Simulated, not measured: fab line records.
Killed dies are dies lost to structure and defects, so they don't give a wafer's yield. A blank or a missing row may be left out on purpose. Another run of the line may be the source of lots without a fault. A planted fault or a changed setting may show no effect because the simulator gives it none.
What tool caused it?	flow gf180mcu	Sampling: 12 lots, 36 wafers, 3 of 602 route steps

WHAT THE GAUGES SHOWED, per wafer
GF_MIM_RS_MEAS_10: uses a four-point probe to measure.
lot	measured	on	MIM_ALCU_RS (ohm/sq)
L075	day 25 03:53	filmMetro-03	0.1588 0.1583 0.1600
L078	day 25 18:02	filmMetro-02	0.1603 0.1594 0.1595
L079	day 26 08:01	filmMetro-02	0.1533 0.1574 0.1600
L081	day 27 07:28	filmMetro-02	0.1604 0.1590 0.1595
L083	day 27 19:08	filmMetro-03	0.1590 0.1595 0.1599
L085	day 28 11:07	filmMetro-03	0.1579 0.1630 0.1634
L088	day 29 13:28	filmMetro-01	0.1587 0.1606 0.1584
L089	day 29 18:04	filmMetro-01	0.1595 0.1590 0.1621
L092	day 30 03:58	filmMetro-02	0.1559 0.1644 0.1632
L093	day 30 10:53	filmMetro-01	0.1605 0.1637 0.1584
L095	day 30 20:53	filmMetro-02	0.1576 0.1611 0.1567
L097	day 31 05:00	filmMetro-01	0.1605 0.1587 0.1613

TOOL THAT RAN EACH LOT (tool first, then ch and the chambers of the sampled wafers, then the start)
lot	GF_CONTACT_ETCH_16	GF_MIM_SPUTTER_00
L075	rieDiel-01 ch 0,1, day 16 18:44	pvdSputter-01, day 25 03:27
L078	rieDiel-02 ch 0,1, day 17 10:11	pvdSputter-01, day 25 17:34
L079	rieDiel-01 ch 1,2,3, day 18 02:47	pvdSputter-04, day 26 07:34
L081	rieDiel-02 ch 1,2,3, day 19 04:14	pvdSputter-01, day 27 07:01
L083	rieDiel-01 ch 0,2, day 19 20:32	pvdSputter-01, day 27 18:44
L085	rieDiel-04 ch 0,1, day 20 15:05	pvdSputter-01, day 28 10:41
L088	rieDiel-01 ch 0,1,2, day 21 23:08	pvdSputter-03, day 29 13:01
L089	rieDiel-02 ch 1,2,3, day 22 03:49	pvdSputter-01, day 29 17:38
L092	rieDiel-01 ch 2,3, day 22 16:02	pvdSputter-01, day 30 03:33
L093	rieDiel-02 ch 0,1,2, day 23 00:47	pvdSputter-04, day 30 10:28
L095	rieDiel-01 ch 0,1,3, day 23 14:31	pvdSputter-04, day 30 20:28
L097	rieDiel-02 ch 0,3, day 24 00:34	pvdSputter-04, day 31 04:33
- GF_CONTACT_ETCH_16: etches BARC in N2/H2.
- GF_MIM_SPUTTER_00: material Ti, target thk 37.5 nm, time 150 s.

THE ANSWER, worked out from the rows above alone
Rule: the usual values come from the lots themselves. Put in order of their means at a reading, lots are off if they are a third of the lots or fewer, leave a main group of 4 or more, and stand apart from it by a gap of 3 or more times the standard deviation of the main group's means; of several such gaps the widest counts. The tables above print the reading to a certain number of digits; a main group whose means all agree to those digits is not used. A lot without any number at a reading at which 4 lots or more have one is off too. All remaining lots with rows at the step are treated as sound.
Nothing can be told from this: no lot is off at any reading shown.

WHAT THE SIMULATOR HAD INSERTED
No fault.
